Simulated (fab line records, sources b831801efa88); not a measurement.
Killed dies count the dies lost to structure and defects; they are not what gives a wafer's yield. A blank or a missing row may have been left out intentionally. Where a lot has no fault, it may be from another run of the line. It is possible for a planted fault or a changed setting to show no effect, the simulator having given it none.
Which of the tools did it?    flow gf180mcu    7 lots, 21 wafers sampled, at 2 steps of a route of 602

WHAT EACH GAUGE READ, for each wafer
GF_V1_THK_MEAS_03.
lot   measured      on             V1_CVD_02_THK (nm)
L821  day 17 14:32  film metro-03  857 847 871
L824  day 18 20:20  film metro-01  846 847 868
L826  day 19 17:59  film metro-04  851 859 859
L832  day 21 23:53  film metro-04  832 841 846
L838  day 23 15:32  film metro-04  840 825 855

EACH LOT AND THE TOOL THAT RAN IT (in order: tool; ch and the chambers of the sampled wafers; start)
lot   GF_CONTACT_CMP_04
L821  cmp-01 ch 0,1,3, day 15 14:55
L824  cmp-02 ch 0,1, day 16 16:51
L826  cmp-02 ch 0,2,3, day 17 16:16
L832  cmp-01 ch 0,3, day 19 20:13
L834  cmp-02 ch 0,1,3, day 20 09:03
L836  cmp-01 ch 2,3, day 21 00:58
L838  cmp-01 ch 2,3, day 21 15:09
- GF_CONTACT_CMP_04: polishes SiO2.

THE ANSWER, worked out from the rows above alone
Rule: the lots themselves supply what counts as usual. The widest of any qualifying gaps counts: lots, ordered by their means at a reading, are off when they make up no more than a third of the lots, leave a main group of 4 or more, and stand apart from it by 3 or more times the standard deviation of that group's means. Not used: any main group whose means are identical at the precision the tables above print for the reading. Also off: a lot with no number at a reading for which 4 or more lots have one. Where the step has rows for the other lots, those lots are counted as sound.
Across all readings shown, no lot is off: no conclusion can be drawn from this.

WHAT HAD BEEN PUT IN BY THE SIMULATOR
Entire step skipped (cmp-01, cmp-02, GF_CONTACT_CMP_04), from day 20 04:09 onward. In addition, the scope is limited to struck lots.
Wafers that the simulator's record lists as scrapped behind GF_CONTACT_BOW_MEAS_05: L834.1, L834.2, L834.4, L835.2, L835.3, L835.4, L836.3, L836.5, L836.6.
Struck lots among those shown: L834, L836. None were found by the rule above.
